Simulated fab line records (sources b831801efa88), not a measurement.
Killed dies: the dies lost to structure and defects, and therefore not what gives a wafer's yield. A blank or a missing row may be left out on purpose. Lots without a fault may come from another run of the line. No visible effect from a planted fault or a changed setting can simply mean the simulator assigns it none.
Check of tool commonality :: flow gf180mcu :: 36 wafers sampled across 12 lots

REASON FOR OPENING
At GF_LVPWELL_TW_MEAS_11 the reading LVPWELL_TW is flagged on 2 of 12 lots. No-fault wafers: 564, standard deviation 3.9.
Rule: a lot is flagged in two cases, either no wafer of it has a number, or all its wafers with numbers fall more than 4 standard deviations from that mean. The other lots count as sound.

lot: L271
measured: day 3 19:55
on: film metro-02
LVPWELL_TW, wafer by wafer: 564 563 561
flag: 

lot: L272
measured: day 4 04:06
on: film metro-01
LVPWELL_TW, wafer by wafer: 569 569 569
flag: 

lot: L277
measured: day 5 05:46
on: film metro-03
LVPWELL_TW, wafer by wafer: 562 564 567
flag: 

lot: L278
measured: day 5 15:19
on: film metro-02
LVPWELL_TW, wafer by wafer: 616 620 619
flag: FLAGGED

lot: L279
measured: day 5 16:37
on: film metro-03
LVPWELL_TW, wafer by wafer: 619 624 621
flag: FLAGGED

lot: L280
measured: day 5 21:42
on: film metro-03
LVPWELL_TW, wafer by wafer: 568 570 569
flag: 

lot: L283
measured: day 6 16:37
on: film metro-02
LVPWELL_TW, wafer by wafer: 560 560 560
flag: 

lot: L284
measured: day 6 23:13
on: film metro-03
LVPWELL_TW, wafer by wafer: 566 567 567
flag: 

lot: L285
measured: day 7 01:43
on: film metro-02
LVPWELL_TW, wafer by wafer: 559 563 561
flag: 

lot: L288
measured: day 7 20:07
on: film metro-02
LVPWELL_TW, wafer by wafer: 562 564 562
flag: 

lot: L291
measured: day 8 13:43
on: film metro-03
LVPWELL_TW, wafer by wafer: 569 568 570
flag: 

lot: L294
measured: day 9 07:45
on: film metro-01
LVPWELL_TW, wafer by wafer: 562 558 559
flag: 
The numbers of the flagged lots are 620 on average: +56 against the usual, or +14 standard deviations.

EACH LOT AND THE TOOL IT RAN ON
The record holds 1 process step before the reading, out of a route of 602 steps. Each cell gives the tool, then ch followed by the chambers the sampled wafers passed through, then the start.
lot: L271
flag: 
GF_LVPWELL_IMPLANT_08: implanter-03 ch 0, day 3 19:31

lot: L272
flag: 
GF_LVPWELL_IMPLANT_08: implanter-01 ch 0, day 4 03:42

lot: L277
flag: 
GF_LVPWELL_IMPLANT_08: implanter-01 ch 0, day 5 05:22

lot: L278
flag: FLAGGED
GF_LVPWELL_IMPLANT_08: implanter-01 ch 0, day 5 14:55

lot: L279
flag: FLAGGED
GF_LVPWELL_IMPLANT_08: implanter-01 ch 0, day 5 16:13

lot: L280
flag: 
GF_LVPWELL_IMPLANT_08: implanter-03 ch 0, day 5 21:18

lot: L283
flag: 
GF_LVPWELL_IMPLANT_08: implanter-04 ch 0, day 6 16:13

lot: L284
flag: 
GF_LVPWELL_IMPLANT_08: implanter-04 ch 0, day 6 22:51

lot: L285
flag: 
GF_LVPWELL_IMPLANT_08: implanter-04 ch 0, day 7 01:19

lot: L288
flag: 
GF_LVPWELL_IMPLANT_08: implanter-03 ch 0, day 7 19:43

lot: L291
flag: 
GF_LVPWELL_IMPLANT_08: implanter-04 ch 0, day 8 13:19

lot: L294
flag: 
GF_LVPWELL_IMPLANT_08: implanter-01 ch 0, day 9 07:21
What the steps here do:
- GF_LVPWELL_IMPLANT_08
- GF_LVPWELL_TW_MEAS_11

FLAGGED AGAINST TOTAL, ONE TOOL AT A TIME (gauges that did the reading follow at the end)
step: GF_LVPWELL_IMPLANT_08
tool: implanter-01
lots run: 5
flagged: 2
share of the flagged lots: all
sound lots run after its first flagged lot: 1 (L294)

step: GF_LVPWELL_IMPLANT_08
tool: implanter-03
lots run: 3
flagged: 0
share of the flagged lots: none
sound lots run after its first flagged lot: -

step: GF_LVPWELL_IMPLANT_08
tool: implanter-04
lots run: 4
flagged: 0
share of the flagged lots: none
sound lots run after its first flagged lot: -

step: GF_LVPWELL_TW_MEAS_11
tool: film metro-01
lots run: 2
flagged: 0
share of the flagged lots: none
sound lots run after its first flagged lot: -

step: GF_LVPWELL_TW_MEAS_11
tool: film metro-02
lots run: 5
flagged: 1
share of the flagged lots: some
sound lots run after its first flagged lot: 3 (L283,L285,L288)

step: GF_LVPWELL_TW_MEAS_11
tool: film metro-03
lots run: 5
flagged: 1
share of the flagged lots: some
sound lots run after its first flagged lot: 3 (L280,L284,L291)

WHAT THE TABLE ALLOWS
1 row of the table ran every flagged lot: implanter-01 at GF_LVPWELL_IMPLANT_08.
- implanter-01 at GF_LVPWELL_IMPLANT_08: 2 of its 5 lots flagged. Sound lots ran on it after the first flagged one (L294), which a lasting fault on the whole tool wouldn't allow. Its own readings lie more than 4 standard deviations out on every wafer of the flagged lots: tilt deg.
Every row of the table either missed a flagged lot or ran a sound lot after the first.

WHAT THE SIMULATOR HAD INSERTED
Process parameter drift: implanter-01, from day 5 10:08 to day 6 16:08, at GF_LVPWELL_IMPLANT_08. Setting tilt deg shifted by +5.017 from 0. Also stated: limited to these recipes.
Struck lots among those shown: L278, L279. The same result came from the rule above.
